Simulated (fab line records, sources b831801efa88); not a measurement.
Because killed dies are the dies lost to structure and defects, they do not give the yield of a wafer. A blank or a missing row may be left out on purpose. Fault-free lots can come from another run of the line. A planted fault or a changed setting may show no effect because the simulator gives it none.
A lot that was struck, set against a sound lot ; flow sky130 ; 17 steps out of a route of 708
Sound: the wafers L962.2, L962.3, L962.4. Wafers L958.1, L958.3, L958.5 were the ones struck. The cause comes at the end.
Order at every step that has rows: each side's tool, ch and its chambers, its first start. Under that, the readings that differ: sound wafers ; struck wafers ; difference of the means ; sigmas: that difference in standard deviations of wafers without a fault.
alike: words and numbers the same on both sides, and readings whose means are apart by under 2 such deviations; not compared: readings that were withheld, readings missing a value for some wafer, numbers with overlapping values and no deviation given by the record, and bounds like >300 which may hide the same value.
Wherever a step has rows on one side only, a row that says differs or no value, or a row with sigmas, the two part there. Numbers that don't overlap but have no deviation are shown without sigmas and don't part them. Lack of a reading on every wafer of one side parts them only where that side has two or more wafers.

SKY_VT_ADJUST_HVTR_OVL_MEAS_08:
  sound on overlay-02 at day 10 14:34; struck on overlay-01 at day 9 04:49
  alike: VT_ADJUST_HVTR_OVL
after that, 1 step had no rows for these wafers: SKY_VT_ADJUST_HVTR_IMPLANT_09.
SKY_VT_ADJUST_HVTR_STRIP_10: strips in O2/N2.
  sound on plasmaAsher-03 ch 0,1, day 10 14:44; struck on plasmaAsher-03 ch 0,1, day 9 05:00
  alike: drypumpMotorCurrentA, oesProductAu, stripTimeToEndpointS
  not compared: rfHoursCounterH
SKY_VT_ADJUST_HVTR_TW_MEAS_11:
  sound on filmMetro-02 at day 10 14:51; struck on filmMetro-03 at day 9 05:06
  alike: VT_ADJUST_HVTR_TW
then, 7 steps without rows for these wafers: SKY_VT_ADJUST_PCH_DEHYDRATE_00 (time 60 s); SKY_VT_ADJUST_PCH_HMDS_01 (prime time 60 s); SKY_VT_ADJUST_PCH_COAT_02 (resist thk 3000 nm); SKY_VT_ADJUST_PCH_SOFTBAKE_03; SKY_VT_ADJUST_PCH_EXPOSE_04 (exposes mask NWM, target cd 840 nm); SKY_VT_ADJUST_PCH_PEB_05; SKY_VT_ADJUST_PCH_DEVELOP_06 (develop time 60 s).
SKY_VT_ADJUST_PCH_OVL_MEAS_07:
  sound on overlay-02 at day 11 12:17; struck on overlay-02 at day 10 02:59
  alike: VT_ADJUST_PCH_OVL
SKY_VT_ADJUST_PCH_IMPLANT_08:
  sound on implanter-02 ch 0, day 11 12:21; struck on implanter-04 ch 0, day 10 03:20
SKY_VT_ADJUST_PCH_STRIP_09: strips in O2/N2.
  sound on plasmaAsher-01 ch 0,1, day 11 12:28; struck on plasmaAsher-01 ch 0,1, day 10 03:29
  alike: drypumpMotorCurrentA, oesProductAu, stripTimeToEndpointS
  not compared: rfHoursCounterH
SKY_VT_ADJUST_PCH_TW_MEAS_10:
  sound on filmMetro-04 at day 11 12:35; struck on filmMetro-02 at day 10 03:49
reading;sound;struck;difference;sigmas
VT_ADJUST_PCH_TW;143.7 143.6 144.3;173.4 173.2 172.6;+29.2;+19
then, 1 step without rows for these wafers: SKY_SONOS_TUNNEL_DEHYDRATE_00 (time 60 s).
-- a jump in the record: the struck wafers' starts before and after are 35 days apart (it breaks off in module SONOS_TUNNEL and resumes in module PAD_OPEN, where the first step shown is number 708 of the route) --
SKY_PAD_OPEN_PROBE_99:
  sound on prober-02 at day 46 10:34; struck on prober-01 at day 45 01:38
reading;sound;struck;difference;sigmas
killedShort;26 34 41;50 49 57;+18;+3
model.etest.nfet_16v.rOnOhmUm;1.39e+04 1.382e+04 1.391e+04;1.514e+04 1.497e+04 1.524e+04;+1.240e+03;
model.etest.pfetG5v0d10v5.rOnOhmUm;4750 4717 4805;4581 4551 4571;-190;
model.etest.tipP.rsOhmSq;6858 6833 6810;6634 6640 6630;-199;
model.etest.pfetG5v0d10v5.driveUaUm;343.3 348.6 342.8;365.1 360.5 357.1;+16.0;
model.etest.pfet_01v8_lvt.driveUaUm;173.3 172.5 172.6;192.1 191.4 191.1;+18.7;
model.etest.pfet_01v8.driveUaUm;196.8 192.4 192.8;211.6 205.5 204;+13.0;
model.etest.pfet_16v.driveUaUm;240 244.6 245.9;252.7 251.4 247.3;+7.0;
model.etest.pfet_01v8_mvt.driveUaUm;154.7 151.3 152.8;167 164.6 165;+13;
  alike: killed_at_M0_to_M3, killed_at_M4_up, killedAtContacts, killedAtFrontEnd, killedAtOther, killedDies, killedOpen

## WHERE THEY PART
Earliest at SKY_VT_ADJUST_PCH_TW_MEAS_10; latest, in this record, at SKY_PAD_OPEN_PROBE_99.

WHY: the cause the simulator had injected
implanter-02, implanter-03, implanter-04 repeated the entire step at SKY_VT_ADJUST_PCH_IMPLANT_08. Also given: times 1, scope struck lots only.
